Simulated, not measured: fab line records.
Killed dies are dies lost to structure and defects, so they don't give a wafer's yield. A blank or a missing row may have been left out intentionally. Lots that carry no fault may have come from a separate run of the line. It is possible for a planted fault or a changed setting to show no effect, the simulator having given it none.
fab line records	flow gf180mcu	part 1 of 2: steps 1 to 42 of 43
record: lots: 6	wafers: 18	last-day: 34
route steps=602 shown HV_LDD@234 NSD@235 PSD@248 SAB@264 PASSIVATION@602
lots that met no fault: from a run of the same line without faults
start-h: the number of hours between the record's first day and the start of the first shown wafer of the lot	wait-h: hours elapsed since this lot's preceding step	" unchanged from the row above	L1.1+2: one row covering several wafers at once	- no value, or no start was given	* or withheld: withheld	< > ~ a bound
route shown NAME@n: a module of which the file shows steps, and the number in the route of the first	usual: average and standard deviation across the fault-free wafers	same: alike in all rows	chamber/n: place in a boat	sites: each site's reading	_std_site: how widely they spread, as a standard deviation	_edge_site: mean of outer sites minus mean of inner sites	radius-mm: for every site, how far away it sits from the centre of the wafer	mask NAME#n: copy n	behind: the tool/chamber that last shaped the wafer	hold: cause of the lot's hold/its duration in hours/its outcome	device: the n, p or np transistor that did not switch	end of line: at the end of the route, the tests of the same wafers	a step without rows: its recipe alone	killed: not the wafer's yield, but the dies lost to structure and defects at the first sort	map: per-die view of a wafer (x killed, . not killed, _ where there is no die)
set.NAME: the setting that was run; set.NAME@STEP: the one run at that earlier step	model.NAME: the simulator's own value behind a step, which no gauge read
lots seen at some steps along the route; tables by step, rows by wafer
services: from which hour (start-h, from the record's first day; less than 0 if before it) a tool's chamber was out of use, for how many hours, and why
== steps ==
step: GF_HV_LDD_ETCHBACK_58
recipe: chemistry: CH3F/O2	target: Si3N4	stop-on: SiO2	source-w: 400	bias-w: 80	pressure-mtorr: 25	ch3f-flow-sccm: 40	O2_flow_sccm: 30	time-s: 100	target-depth-a: 900
usual: ch3f-flow-sccm: 40.02/0.11	drypump-motor-current-A: 5.74/0.3	oes-product-au: 0.840/0.0062	throttle-valve-pct: 10.560/0.0091
lot.wafer	tool	chamber	start-h	wait-h	ch3f-flow-sccm	drypump-motor-current-A	oes-product-au	rf-hours-counter-h	throttle-valve-pct
L961.1	rie-diel-02	1	334.04	0.1	39.99	5.82	0.844	7	10.546
L961.4	"	1	"	"	39.95	5.83	0.840	-	10.565
L961.5	"	0	"	"	40.20	5.51	0.837	-	10.548
L965.1	rie-diel-02	0	371.86	0.1	40.24	5.51	0.848	6	10.580
L965.2	"	3	"	"	40.03	5.43	0.847	59	10.552
L965.5	"	1	"	"	40.16	5.80	0.837	-	10.552
L969.1	rie-diel-01	1	406.09	0.1	40.24	5.91	0.836	12	10.545
L969.3	"	2	"	"	40.21	5.65	0.835	62	10.560
L969.6	"	2	"	"	40.18	5.63	0.832	-	10.547
L973.1	rie-diel-03	3	432.96	0.1	40.05	6.06	0.841	72	10.556
L973.2	"	1	"	"	39.90	5.77	0.837	107	10.568
L973.3	"	2	"	"	40.05	5.48	0.843	1	10.558
L974.4	rie-diel-03	3	445.81	0.1	40.06	6.03	0.830	-	10.553
L974.5	"	3	"	"	39.88	6.03	0.833	-	10.570
L974.6	"	2	"	"	40.00	5.51	0.846	-	10.567
L976.1	rie-diel-03	2	458.08	0.1	40.18	5.53	0.830	1	10.568
L976.3	"	3	"	"	39.94	6.04	0.838	73	10.569
L976.5	"	0	"	"	39.94	6.02	0.836	-	10.566
step: GF_NSD_DEHYDRATE_00
recipe: temp-c: 200	time-s: 60
step: GF_NSD_HMDS_01
recipe: prime-time-s: 60	prime-temp-c: 120
step: GF_NSD_COAT_02
recipe: resist: NOVOLAK	spin-rpm: 3000	resist-thk-nm: 1000
step: GF_NSD_SOFTBAKE_03
recipe: temp-c: 90	time-s: 60	resist: NOVOLAK
step: GF_NSD_EXPOSE_04
recipe: mask-id: Nplus	target-cd-nm: 400	na: 0.6	source-shape: conventional	sigma-outer: 0.6	dose-mj: 140
step: GF_NSD_PEB_05
recipe: temp-c: withheld	time-s: *	resist: NOVOLAK
step: GF_NSD_DEVELOP_06
recipe: develop-time-s: 60	dev-temp-c: 23
step: GF_NSD_CD_MEAS_07
recipe: target-cd-nm: 400
usual: cd-nm: 400.5/2.3
lot.wafer	tool	chamber	start-h	wait-h	cd-nm
L961.1	cd-sem-02	-	355.21	0.1	403.0
L961.4	"	-	"	"	402.8
L961.5	"	-	"	"	404.6
L965.1	cd-sem-02	-	394.55	0.1	402.7
L965.2	"	-	"	"	402.5
L965.5	"	-	"	"	403.0
L969.1	cd-sem-02	-	429.90	0.1	401.1
L969.3	"	-	"	"	401.9
L969.6	"	-	"	"	402.8
L973.1	cd-sem-01	-	456.86	0.1	395.6
L973.2	"	-	"	"	396.1
L973.3	"	-	"	"	397.1
L974.4	cd-sem-02	-	470.42	0.1	401.1
L974.5	"	-	"	"	400.7
L974.6	"	-	"	"	402.3
L976.1	cd-sem-02	-	482.16	0.1	399.2
L976.3	"	-	"	"	398.8
L976.5	"	-	"	"	400.3
step: GF_NSD_OVL_MEAS_08
usual: NSD_OVL: 0.3/1.4
lot.wafer	tool	chamber	start-h	wait-h	NSD_OVL[nm]
L961.1	overlay-02	-	355.33	0.1	0.9
L961.4	"	-	"	"	2.3
L961.5	"	-	"	"	-1.1
L965.1	overlay-02	-	394.67	0.1	0.4
L965.2	"	-	"	"	1.5
L965.5	"	-	"	"	0.4
L969.1	overlay-02	-	430.02	0.1	-0.2
L969.3	"	-	"	"	0.8
L969.6	"	-	"	"	0.3
L973.1	overlay-01	-	456.98	0.1	-0.6
L973.2	"	-	"	"	-1.8
L973.3	"	-	"	"	0.0
L974.4	overlay-01	-	470.50	0.1	0.1
L974.5	"	-	"	"	1.4
L974.6	"	-	"	"	-0.8
L976.1	overlay-02	-	482.28	0.1	-0.6
L976.3	"	-	"	"	1.8
L976.5	"	-	"	"	1.5
step: GF_NSD_IMPLANT_09
recipe: species: As	energy-kev: 60	dose-cm2: 4e+15	tilt-deg: 7
step: GF_NSD_IMPLANT_10
recipe: species: P	energy-kev: 40	dose-cm2: 5e+14	tilt-deg: 7
step: GF_NSD_STRIP_11
recipe: chemistry: O2/N2	power-w: 1400	pressure-mtorr: 1500	platen-temp-c: 250	o2-flow-sccm: 3000	n2-flow-sccm: 300	overash-fraction: 0.5
usual: drypump-motor-current-A: 5.8/0.37	heater-power-w: 327/25	o2-flow-sccm: 2999/9.4	oes-product-au: 0.488/0.0046	strip-time-to-endpoint-s: 22.97/0.038
lot.wafer	tool	chamber	start-h	wait-h	drypump-motor-current-A	heater-power-w	o2-flow-sccm	oes-product-au	rf-hours-counter-h	strip-time-to-endpoint-s
L961.1	plasma-asher-02	1	355.67	0.1	6.3	287	2998	0.488	71	22.95
L961.4	"	0	"	"	6.3	303	2992	0.488	-	22.95
L961.5	"	0	"	"	6.3	301	2994	0.491	-	22.96
L965.1	plasma-asher-04	0	395.07	0.1	5.2	325	3006	0.490	73	22.94
L965.2	"	1	"	"	5.7	367	3014	0.490	73	22.92
L965.5	"	1	"	"	5.7	351	2997	0.490	-	22.93
L969.1	plasma-asher-02	0	430.36	0.1	6.3	311	3018	0.479	0	22.98
L969.3	"	1	"	"	6.3	290	2994	0.486	-	22.96
L969.6	"	1	"	"	6.3	298	2984	0.488	-	22.95
L973.1	plasma-asher-02	0	457.32	0.1	6.3	305	2990	0.491	3	22.94
L973.2	"	1	"	"	6.2	285	2994	0.483	3	22.95
L973.3	"	0	"	"	6.3	314	3003	0.487	-	22.96
L974.4	plasma-asher-03	0	470.85	0.1	5.9	321	3005	0.485	-	23.03
L974.5	"	1	"	"	5.6	350	2995	0.487	-	23.04
L974.6	"	0	"	"	5.9	320	3002	0.491	-	22.98
L976.1	plasma-asher-02	0	482.62	0.1	6.3	306	2995	0.488	5	22.93
L976.3	"	0	"	"	6.3	304	2996	0.486	-	22.93
L976.5	"	1	"	"	6.2	283	2989	0.486	-	22.93
step: GF_NSD_TW_MEAS_12
usual: NSD_TW: 4270/48
lot.wafer	tool	chamber	start-h	wait-h	NSD_TW
L961.1	film-metro-03	-	355.77	0.1	4226
L961.4	"	-	"	"	4215
L961.5	"	-	"	"	4228
L965.1	film-metro-03	-	395.17	0.1	4229
L965.2	"	-	"	"	4230
L965.5	"	-	"	"	4221
L969.1	film-metro-01	-	430.46	0.1	4306
L969.3	"	-	"	"	4319
L969.6	"	-	"	"	4304
L973.1	film-metro-02	-	457.42	0.1	4198
L973.2	"	-	"	"	4222
L973.3	"	-	"	"	4186
L974.4	film-metro-01	-	470.95	0.1	4276
L974.5	"	-	"	"	4298
L974.6	"	-	"	"	4290
L976.1	film-metro-03	-	482.72	0.1	4259
L976.3	"	-	"	"	4284
L976.5	"	-	"	"	4286
step: GF_PSD_DEHYDRATE_00
recipe: temp-c: 200	time-s: 60
step: GF_PSD_HMDS_01
recipe: prime-time-s: 60	prime-temp-c: 120
step: GF_PSD_COAT_02
recipe: resist: NOVOLAK	spin-rpm: 3000	resist-thk-nm: 1000
step: GF_PSD_SOFTBAKE_03
recipe: temp-c: 90	time-s: 60	resist: NOVOLAK
step: GF_PSD_EXPOSE_04
recipe: mask-id: Pplus	target-cd-nm: 400	na: 0.6	source-shape: conventional	sigma-outer: 0.6	dose-mj: 140
step: GF_PSD_PEB_05
recipe: temp-c: withheld	time-s: *	resist: NOVOLAK
step: GF_PSD_DEVELOP_06
recipe: develop-time-s: 60	dev-temp-c: 23
step: GF_PSD_CD_MEAS_07
recipe: target-cd-nm: 400
usual: cd-nm: 399.9/2.3
lot.wafer	tool	chamber	start-h	wait-h	cd-nm
L961.1	cd-sem-02	-	377.40	0.1	397.0
L961.4	"	-	"	"	396.0
L961.5	"	-	"	"	394.6
L965.1	cd-sem-01	-	417.78	0.1	399.8
L965.2	"	-	"	"	401.1
L965.5	"	-	"	"	400.0
L969.1	cd-sem-02	-	454.95	0.1	404.1
L969.3	"	-	"	"	402.5
L969.6	"	-	"	"	402.8
L973.1	cd-sem-02	-	481.16	0.1	397.3
L973.2	"	-	"	"	397.4
L973.3	"	-	"	"	397.9
L974.4	cd-sem-01	-	495.09	0.1	403.9
L974.5	"	-	"	"	405.9
L974.6	"	-	"	"	402.6
L976.1	cd-sem-02	-	506.35	0.1	399.9
L976.3	"	-	"	"	397.0
L976.5	"	-	"	"	398.8
step: GF_PSD_OVL_MEAS_08
usual: PSD_OVL: -0.4/1.3
lot.wafer	tool	chamber	start-h	wait-h	PSD_OVL[nm]
L961.1	overlay-02	-	377.52	0.1	1.0
L961.4	"	-	"	"	-0.2
L961.5	"	-	"	"	-0.5
L965.1	overlay-02	-	417.90	0.1	-0.4
L965.2	"	-	"	"	-2.4
L965.5	"	-	"	"	-0.3
L969.1	overlay-02	-	455.07	0.1	-1.4
L969.3	"	-	"	"	-0.1
L969.6	"	-	"	"	0.5
L973.1	overlay-01	-	481.28	0.1	-0.4
L973.2	"	-	"	"	-1.5
L973.3	"	-	"	"	-1.2
L974.4	overlay-01	-	495.17	0.1	-2.6
L974.5	"	-	"	"	-2.7
L974.6	"	-	"	"	-2.0
L976.1	overlay-01	-	506.47	0.1	-3.0
L976.3	"	-	"	"	-1.3
L976.5	"	-	"	"	-2.2
step: GF_PSD_IMPLANT_09
recipe: species: BF2	energy-kev: 40	dose-cm2: 1.5e+15	tilt-deg: 7
step: GF_PSD_STRIP_10
recipe: chemistry: O2/N2	power-w: 1400	pressure-mtorr: 1500	platen-temp-c: 250	o2-flow-sccm: 3000	n2-flow-sccm: 300	overash-fraction: 0.5
usual: drypump-motor-current-A: 5.7/0.48	heater-power-w: 329/22	o2-flow-sccm: 2999/9	oes-product-au: 0.592/0.0044	strip-time-to-endpoint-s: 16.54/0.039
lot.wafer	tool	chamber	start-h	wait-h	drypump-motor-current-A	heater-power-w	o2-flow-sccm	oes-product-au	rf-hours-counter-h	strip-time-to-endpoint-s
L961.1	plasma-asher-01	1	377.71	0.1	5.7	355	2999	0.587	60	16.52
L961.4	"	1	"	"	5.7	358	2998	0.592	-	16.53
L961.5	"	0	"	"	5.0	330	3001	0.588	-	16.53
L965.1	plasma-asher-01	0	418.09	0.1	5.0	327	2990	0.595	65	16.49
L965.2	"	1	"	"	5.7	347	3015	0.591	65	16.45
L965.5	"	0	"	"	5.0	331	2996	0.589	-	16.50
L969.1	plasma-asher-02	0	455.26	0.1	6.3	301	3001	0.588	3	16.64
L969.3	"	1	"	"	6.2	290	2996	0.584	-	16.61
L969.6	"	0	"	"	6.3	297	3003	0.600	-	16.58
L973.1	plasma-asher-03	1	481.47	0.1	5.6	356	3000	0.596	36	16.60
L973.2	"	0	"	"	5.9	327	3004	0.594	36	16.55
L973.3	"	1	"	"	5.6	353	3006	0.595	-	16.58
L974.4	plasma-asher-02	1	495.37	0.1	6.3	291	3013	0.588	-	16.57
L974.5	"	1	"	"	6.3	289	2998	0.590	-	16.60
L974.6	"	0	"	"	6.3	309	2996	0.592	-	16.58
L976.1	plasma-asher-02	1	506.66	0.1	6.2	290	3008	0.590	9	16.51
L976.3	"	0	"	"	6.3	314	2989	0.596	-	16.49
L976.5	"	1	"	"	6.2	294	2995	0.586	-	16.48
step: GF_PSD_TW_MEAS_11
usual: PSD_TW: 3186/36
lot.wafer	tool	chamber	start-h	wait-h	PSD_TW
L961.1	film-metro-02	-	377.81	0.1	3137
L961.4	"	-	"	"	3146
L961.5	"	-	"	"	3159
L965.1	film-metro-03	-	418.19	0.1	3152
L965.2	"	-	"	"	3169
L965.5	"	-	"	"	3173
L969.1	film-metro-01	-	455.36	0.1	3229
L969.3	"	-	"	"	3245
L969.6	"	-	"	"	3233
L973.1	film-metro-01	-	481.57	0.1	3208
L973.2	"	-	"	"	3235
L973.3	"	-	"	"	3241
L974.4	film-metro-02	-	495.47	0.1	3167
L974.5	"	-	"	"	3178
L974.6	"	-	"	"	3174
L976.1	film-metro-02	-	506.76	0.1	3166
L976.3	"	-	"	"	3148
L976.5	"	-	"	"	3153
step: GF_PSD_CLEAN_12
recipe: chemistry: SC1/SC2	mix: 1:4:20	temp-c: 70	time-s: 150	dry: n2-spin
step: GF_PSD_RTA_13
recipe: temp-c: 1025	time-s: 20	ambient: N2
usual: lamp-power-pct: 33.8/0.6	wafer_temp_C_max: 1029.5/0.89
lot.wafer	tool	chamber	start-h	wait-h	lamp-power-pct	wafer_temp_C_max
L961.1	rtp-anneal-01	0	377.92	0.0	34.2	1028.7
L961.4	"	0	"	"	34.2	1028.0
L961.5	"	0	"	"	34.2	1028.8
L965.1	rtp-anneal-02	0	418.30	0.0	32.8	1029.0
L965.2	"	0	"	"	32.8	1029.1
L965.5	"	0	"	"	32.7	1030.3
L969.1	rtp-anneal-01	0	455.47	0.0	34.1	1028.6
L969.3	"	0	"	"	34.1	1029.0
L969.6	"	0	"	"	34.2	1028.9
L973.1	rtp-anneal-01	0	481.68	0.0	34.2	1028.4
L973.2	"	0	"	"	34.2	1029.0
L973.3	"	0	"	"	34.2	1028.7
L974.4	rtp-anneal-01	0	495.60	0.0	34.2	1029.0
L974.5	"	0	"	"	34.1	1029.3
L974.6	"	0	"	"	34.2	1029.1
L976.1	rtp-anneal-01	0	506.87	0.0	34.2	1029.2
L976.3	"	0	"	"	34.1	1029.0
L976.5	"	0	"	"	34.2	1029.4
step: GF_PSD_RS_MEAS_14
recipe: thk-meas-gauge: four-point-probe
usual: NSD_RS: 46.12/0.1
lot.wafer	tool	chamber	start-h	wait-h	NSD_RS[ohm/sq]
L961.1	film-metro-03	-	378.00	0.1	46.05
L961.4	"	-	"	"	46.09
L961.5	"	-	"	"	46.04
L965.1	film-metro-02	-	418.38	0.1	46.12
L965.2	"	-	"	"	46.26
L965.5	"	-	"	"	46.25
L969.1	film-metro-01	-	455.55	0.1	46.07
L969.3	"	-	"	"	46.19
L969.6	"	-	"	"	46.03
L973.1	film-metro-02	-	481.76	0.1	46.20
L973.2	"	-	"	"	46.21
L973.3	"	-	"	"	46.16
L974.4	film-metro-02	-	495.70	0.1	46.11
L974.5	"	-	"	"	46.27
L974.6	"	-	"	"	46.07
L976.1	film-metro-01	-	506.96	0.1	46.22
L976.3	"	-	"	"	46.15
L976.5	"	-	"	"	46.23
step: GF_PSD_RS_MEAS_15
recipe: thk-meas-gauge: four-point-probe
usual: PSD_RS: 108.56/0.28
lot.wafer	tool	chamber	start-h	wait-h	PSD_RS[ohm/sq]
L961.1	film-metro-03	-	378.12	0.1	108.49
L961.4	"	-	"	"	108.71
L961.5	"	-	"	"	108.31
L965.1	film-metro-02	-	418.50	0.1	108.98
L965.2	"	-	"	"	108.55
L965.5	"	-	"	"	108.74
L969.1	film-metro-01	-	455.67	0.1	108.47
L969.3	"	-	"	"	108.59
L969.6	"	-	"	"	108.46
L973.1	film-metro-02	-	481.88	0.1	108.98
L973.2	"	-	"	"	108.73
L973.3	"	-	"	"	108.60
L974.4	film-metro-02	-	495.82	0.1	108.61
L974.5	"	-	"	"	108.89
L974.6	"	-	"	"	108.34
L976.1	film-metro-01	-	507.08	0.1	108.62
L976.3	"	-	"	"	108.76
L976.5	"	-	"	"	108.53
step: GF_SAB_CVD_00
recipe: material: SiO2	target-thk-nm: 50	precursor: TEOS	temp-c: 400	time-s: 4.9302	rf-w: 600
usual: heater-power-outer-w: 400/68	heater-power-w: 681/110
lot.wafer	tool	chamber	start-h	wait-h	heater-power-outer-w	heater-power-w
L961.1	pecvd-03	2	378.24	0.1	420	627
L961.4	"	1	"	"	524	862
L961.5	"	2	"	"	425	643
L965.1	pecvd-04	0	418.62	0.1	386	674
L965.2	"	2	"	"	475	853
L965.5	"	0	"	"	397	683
L969.1	pecvd-04	0	455.79	0.1	463	783
L969.3	"	2	"	"	416	793
L969.6	"	2	"	"	416	782
L973.1	pecvd-02	2	482.00	0.1	424	757
L973.2	"	0	"	"	297	558
L973.3	"	1	"	"	401	644
L974.4	pecvd-03	1	495.89	0.0	461	747
L974.5	"	0	"	"	456	689
L974.6	"	2	"	"	402	608
L976.1	pecvd-02	0	507.20	0.1	294	541
L976.3	"	2	"	"	431	759
L976.5	"	2	"	"	429	766
step: GF_SAB_THK_MEAS_01
recipe: reads: SiO2_of_SAB_CVD_00
usual: SAB_CVD_00_THK: 49.6/0.66
lot.wafer	tool	chamber	start-h	wait-h	SAB_CVD_00_THK[nm]
L961.1	film-metro-04	-	378.26	0.0	48.6
L961.4	"	-	"	"	49.1
L961.5	"	-	"	"	48.9
L965.1	film-metro-03	-	418.64	0.0	48.3
L965.2	"	-	"	"	49.1
L965.5	"	-	"	"	48.8
L969.1	film-metro-04	-	455.81	0.0	48.2
L969.3	"	-	"	"	49.4
L969.6	"	-	"	"	49.9
L973.1	film-metro-04	-	482.02	0.0	49.1
L973.2	"	-	"	"	48.9
L973.3	"	-	"	"	50.1
L974.4	film-metro-04	-	495.93	0.0	50.2
L974.5	"	-	"	"	51.0
L974.6	"	-	"	"	50.0
L976.1	film-metro-04	-	507.22	0.0	49.5
L976.3	"	-	"	"	49.5
L976.5	"	-	"	"	50.4
step: GF_SAB_DEHYDRATE_02
recipe: temp-c: 200	time-s: 60
step: GF_SAB_HMDS_03
recipe: prime-time-s: 60	prime-temp-c: 120
step: GF_SAB_COAT_04
recipe: resist: NOVOLAK	spin-rpm: 3000	resist-thk-nm: 1000
step: GF_SAB_SOFTBAKE_05
recipe: temp-c: 90	time-s: 60	resist: NOVOLAK
step: GF_SAB_EXPOSE_06
recipe: mask-id: SAB	target-cd-nm: 420	na: 0.6	source-shape: conventional	sigma-outer: 0.6	dose-mj: 140
step: GF_SAB_PEB_07
recipe: temp-c: withheld	time-s: *	resist: NOVOLAK
step: GF_SAB_DEVELOP_08
recipe: develop-time-s: 60	dev-temp-c: 23
step: GF_SAB_CD_MEAS_09
recipe: target-cd-nm: 420
usual: cd-nm: 419.9/2.5
lot.wafer	tool	chamber	start-h	wait-h	cd-nm
L961.1	cd-sem-01	-	400.84	0.1	418.7
L961.4	"	-	"	"	419.0
L961.5	"	-	"	"	416.6
L965.1	cd-sem-02	-	442.61	0.1	420.5
L965.2	"	-	"	"	423.8
L965.5	"	-	"	"	421.9
L969.1	cd-sem-02	-	479.71	0.1	422.3
L969.3	"	-	"	"	422.0
L969.6	"	-	"	"	422.0
L973.1	cd-sem-01	-	505.86	0.1	420.9
L973.2	"	-	"	"	419.3
L973.3	"	-	"	"	420.5
L974.4	cd-sem-01	-	519.12	0.1	420.3
L974.5	"	-	"	"	417.7
L974.6	"	-	"	"	420.9
L976.1	cd-sem-02	-	530.33	0.1	419.8
L976.3	"	-	"	"	420.8
L976.5	"	-	"	"	418.9
step: GF_SAB_OVL_MEAS_10
usual: SAB_OVL: -0.9/1.6
lot.wafer	tool	chamber	start-h	wait-h	SAB_OVL[nm]
L961.1	overlay-02	-	400.96	0.1	-0.9
L961.4	"	-	"	"	-0.1
L961.5	"	-	"	"	-0.2
L965.1	overlay-01	-	442.73	0.1	-2.1
L965.2	"	-	"	"	-1.7
L965.5	"	-	"	"	-2.1
L969.1	overlay-02	-	479.83	0.1	0.0
L969.3	"	-	"	"	-0.6
L969.6	"	-	"	"	0.2
L973.1	overlay-01	-	505.98	0.1	2.2
L973.2	"	-	"	"	1.3
L973.3	"	-	"	"	-0.9
L974.4	overlay-02	-	519.20	0.1	-0.6
L974.5	"	-	"	"	-0.5
L974.6	"	-	"	"	-0.8
L976.1	overlay-01	-	530.45	0.1	-2.0
L976.3	"	-	"	"	-0.3
L976.5	"	-	"	"	0.1
step: GF_SAB_ETCH_11
recipe: chemistry: C4F8/O2/Ar	mask-material: NOVOLAK	target: SiO2	target-depth-nm: 55	source-w: 1500	bias-w: 1200	pressure-mtorr: 40	c4f8-flow-sccm: withheld	O2_flow_sccm: 6	Ar_flow_sccm: 300	time-s: 8.5
usual: oes-product-au: 1.001/0.012
lot.wafer	tool	chamber	start-h	wait-h	oes-product-au	rf-hours-counter-h
L961.1	rie-diel-03	3	400.99	0.0	1.017	71
L961.4	"	1	"	"	0.984	-
L961.5	"	0	"	"	1.008	-
L965.1	rie-diel-03	2	442.77	0.0	1.019	1
L965.2	"	3	"	"	1.018	73
L965.5	"	3	"	"	1.014	-
L969.1	rie-diel-04	2	479.87	0.0	1.005	32
L969.3	"	1	"	"	0.988	1
L969.6	"	2	"	"	0.989	-
L973.1	rie-diel-01	0	506.02	0.0	1.006	1
L973.2	"	2	"	"	0.988	65
L973.3	"	3	"	"	0.994	59
L974.4	rie-diel-01	3	519.22	0.0	1.007	59
L974.5	"	3	"	"	1.004	-
L974.6	"	2	"	"	1.000	-
L976.1	rie-diel-04	1	530.49	0.0	0.986	2
L976.3	"	0	"	"	0.997	83
L976.5	"	3	"	"	1.007	-
